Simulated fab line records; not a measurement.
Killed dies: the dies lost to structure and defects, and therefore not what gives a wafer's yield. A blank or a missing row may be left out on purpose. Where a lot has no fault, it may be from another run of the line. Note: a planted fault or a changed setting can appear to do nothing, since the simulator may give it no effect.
Which of the tools did it? + flow sky130 + 12 lots, 36 wafers sampled, at 5 steps of a route of 708

== WHAT THE GAUGES SHOWED, per wafer ==
SKY_LI_CONTACT_BOW_MEAS_03. Usual: LI_CONTACT_BOW gives 56 um (standard deviation 6.7).
| lot  | measured     | on            | LI_CONTACT_BOW (um) | flag |
|------|--------------|---------------|---------------------|------|
| L372 | day 27 23:07 | film-metro-03 | 73 45 66            |      |
| L373 | day 28 04:49 | film-metro-01 | 48 59 62            |      |
| L376 | day 29 00:44 | film-metro-03 | 58 56 58            |      |
| L377 | day 30 01:55 | film-metro-04 | 50 49 54            |      |
| L378 | day 30 02:58 | film-metro-01 | 60 55 54            |      |
| L379 | day 30 13:32 | film-metro-01 | 49 67 65            |      |
| L382 | day 31 22:11 | film-metro-04 | 53 40 57            |      |
| L381 | day 31 22:13 | film-metro-01 | 67 55 48            |      |
| L392 | day 34 09:26 | film-metro-04 | 50 54 48            |      |
| L393 | day 34 10:24 | film-metro-04 | 62 56 52            |      |
| L394 | day 35 04:34 | film-metro-04 | 52 56 56            |      |
| L395 | day 35 11:20 | film-metro-01 | 65 56 56            |      |

SKY_LI_CONTACT_CD_MEAS_12 targets a cd of 170 nm. Usual: cd-nm reads 170.8 nm (standard deviation 1.4).
| lot  | measured     | on        | cd-nm (nm)        | flag |
|------|--------------|-----------|-------------------|------|
| L372 | day 29 03:34 | cd-sem-01 | 170.5 171.7 173.2 |      |
| L373 | day 29 08:46 | cd-sem-02 | 171.1 171.3 170.7 |      |
| L376 | day 30 04:44 | cd-sem-02 | 169.1 169.6 168.9 |      |
| L377 | day 31 05:12 | cd-sem-01 | 172.2 171.5 173.7 |      |
| L378 | day 31 07:05 | cd-sem-01 | 172.3 171.3 170.3 |      |
| L379 | day 31 16:55 | cd-sem-02 | 171.5 173.7 172.0 |      |
| L382 | day 33 01:05 | cd-sem-02 | 169.6 170.8 168.4 |      |
| L381 | day 33 01:24 | cd-sem-01 | 149.9 150.8 149.4 | OFF  |
| L392 | day 35 12:02 | cd-sem-02 | 171.2 172.5 171.1 |      |
| L393 | day 35 13:13 | cd-sem-02 | 170.6 171.0 171.2 |      |
| L394 | day 36 06:26 | cd-sem-02 | 170.0 171.0 169.9 |      |
| L395 | day 36 13:20 | cd-sem-01 | 168.4 170.3 171.1 |      |

== TOOL THAT RAN EACH LOT (tool first, then ch and the chambers of the sampled wafers, then the start) ==
| lot  | SKY_SD_N_RTA_14                  | SKY_LI_CONTACT_CMP_02         | SKY_LI_CONTACT_EXPOSE_09          |
|------|----------------------------------|-------------------------------|-----------------------------------|
| L372 | rtp-anneal-01 ch 0, day 27 22:06 | cmp-01 ch 0,1,3, day 27 22:52 | krf-scanner-01 ch 0, day 28 13:33 |
| L373 | rtp-anneal-02 ch 0, day 28 03:47 | cmp-01 ch 0,3, day 28 04:32   | krf-scanner-02 ch 0, day 28 19:39 |
| L376 | rtp-anneal-01 ch 0, day 28 23:42 | cmp-01 ch 1,2,3, day 29 00:25 | krf-scanner-01 ch 0, day 29 14:46 |
| L377 | rtp-anneal-02 ch 0, day 30 00:54 | cmp-01 ch 0,1, day 30 01:40   | krf-scanner-02 ch 0, day 30 15:44 |
| L378 | rtp-anneal-01 ch 0, day 30 01:41 | cmp-02 ch 2,3, day 30 02:39   | krf-scanner-02 ch 0, day 30 17:03 |
| L379 | rtp-anneal-02 ch 0, day 30 12:31 | cmp-02 ch 0,1,2, day 30 13:13 | krf-scanner-01 ch 0, day 31 03:24 |
| L382 | rtp-anneal-01 ch 0, day 31 21:05 | cmp-01 ch 0,2,3, day 31 21:59 | krf-scanner-02 ch 0, day 32 12:02 |
| L381 | rtp-anneal-02 ch 0, day 31 21:12 | cmp-02 ch 0,1,3, day 31 22:01 | krf-scanner-01 ch 0, day 32 12:15 |
| L392 | rtp-anneal-01 ch 0, day 34 08:24 | cmp-01 ch 0,2,3, day 34 09:11 | krf-scanner-01 ch 0, day 34 23:11 |
| L393 | rtp-anneal-02 ch 0, day 34 09:22 | cmp-02 ch 0,1,2, day 34 10:05 | krf-scanner-01 ch 0, day 35 00:50 |
| L394 | rtp-anneal-01 ch 0, day 35 03:33 | cmp-02 ch 0,2,3, day 35 04:16 | krf-scanner-02 ch 0, day 35 17:32 |
| L395 | rtp-anneal-02 ch 0, day 35 10:17 | cmp-01 ch 1,2, day 35 11:02   | krf-scanner-01 ch 0, day 36 01:01 |
- SKY_SD_N_RTA_14: time 2 s.
- SKY_LI_CONTACT_CMP_02: polishes PSG.
- SKY_LI_CONTACT_EXPOSE_09: exposes mask LICM1, target cd 170 nm.

== AS READ BY THE TOOLS THEMSELVES (means over the sampled wafers that have a number; for cases with no such wafer, the mark the record gives instead) ==
SKY_SD_N_RTA_14. Usual: chamber-o2-ppm 2.007, standard deviation 0.02; lamp-power-pct 15.74 %, standard deviation 0.057; wafer_temp_C_max 1078.1, standard deviation 1.3.
| lot  | tool          | chamber-o2-ppm | lamp-power-pct (%) | wafer_temp_C_max | flag |
|------|---------------|----------------|--------------------|------------------|------|
| L372 | rtp-anneal-01 | 2.000          | 15.71              | 1078.8           |      |
| L373 | rtp-anneal-02 | 2.016          | 15.79              | 1078.9           |      |
| L376 | rtp-anneal-01 | 2.014          | 15.72              | 1077.7           |      |
| L377 | rtp-anneal-02 | 1.989          | 15.82              | 1080.0           |      |
| L378 | rtp-anneal-01 | 1.989          | 15.81              | 1078.3           |      |
| L379 | rtp-anneal-02 | 2.000          | 15.79              | 1078.3           |      |
| L382 | rtp-anneal-01 | 2.015          | 15.76              | 1076.8           |      |
| L381 | rtp-anneal-02 | 2.018          | 15.79              | 1077.2           |      |
| L392 | rtp-anneal-01 | 1.999          | 15.75              | 1078.5           |      |
| L393 | rtp-anneal-02 | 2.006          | 15.74              | 1077.7           |      |
| L394 | rtp-anneal-01 | 2.012          | 15.74              | 1077.6           |      |
| L395 | rtp-anneal-02 | 2.036          | 15.77              | 1078.0           |      |

SKY_LI_CONTACT_CMP_02. Usual: motor-current-A 12.0 A, standard deviation 1.5; retaining-ring-pressure-frac 0.999, standard deviation 0.0047; time-to-endpoint-s 32.7 s, standard deviation 2.5.
| lot  | tool   | motor-current-A (A) | retaining-ring-pressure-frac | time-to-endpoint-s (s) | flag |
|------|--------|---------------------|------------------------------|------------------------|------|
| L372 | cmp-01 | 12.2                | 1.002                        | 35.1                   |      |
| L373 | cmp-01 | 12.1                | 0.999                        | 33.4                   |      |
| L376 | cmp-01 | 11.7                | 0.996                        | 30.2                   |      |
| L377 | cmp-01 | 12.3                | 0.995                        | 33.6                   |      |
| L378 | cmp-02 | 10.9                | 0.996                        | 30.3                   |      |
| L379 | cmp-02 | 11.4                | 1.005                        | 32.6                   |      |
| L382 | cmp-01 | 12.5                | 1.000                        | 32.6                   |      |
| L381 | cmp-02 | 11.9                | 0.999                        | 30.9                   |      |
| L392 | cmp-01 | 12.3                | 1.002                        | 34.4                   |      |
| L393 | cmp-02 | 11.6                | 1.001                        | 32.8                   |      |
| L394 | cmp-02 | 11.5                | 1.000                        | 31.2                   |      |
| L395 | cmp-01 | 12.5                | 0.994                        | 33.1                   |      |

== THE ANSWER, worked out from the rows above alone ==
Rule: a lot counts as off when the mean over its wafers that have a number is more than 3 standard deviations away from the usual mean. A lot without any number at a reading at which 4 lots or more have one is off too. Any other lot the step has rows for is counted as sound. The gauges are gone through in route order, then the tools' own readings, and for those a lot's mean is taken as printed above. At the first step where some lot is off, the reading lying furthest off is the one used; lots without a number count as furthest.
Off: L381 (SKY_LI_CONTACT_CD_MEAS_12, cd-nm).
If a tool, at a process step before that reading, ran all the lots that are off and no sound lot after the first of them, it fits. Those tools and the gauges at SKY_LI_CONTACT_CD_MEAS_12 are tried in the same way. No candidate that was tried fits.

== WHAT THE SIMULATOR PUT IN ==
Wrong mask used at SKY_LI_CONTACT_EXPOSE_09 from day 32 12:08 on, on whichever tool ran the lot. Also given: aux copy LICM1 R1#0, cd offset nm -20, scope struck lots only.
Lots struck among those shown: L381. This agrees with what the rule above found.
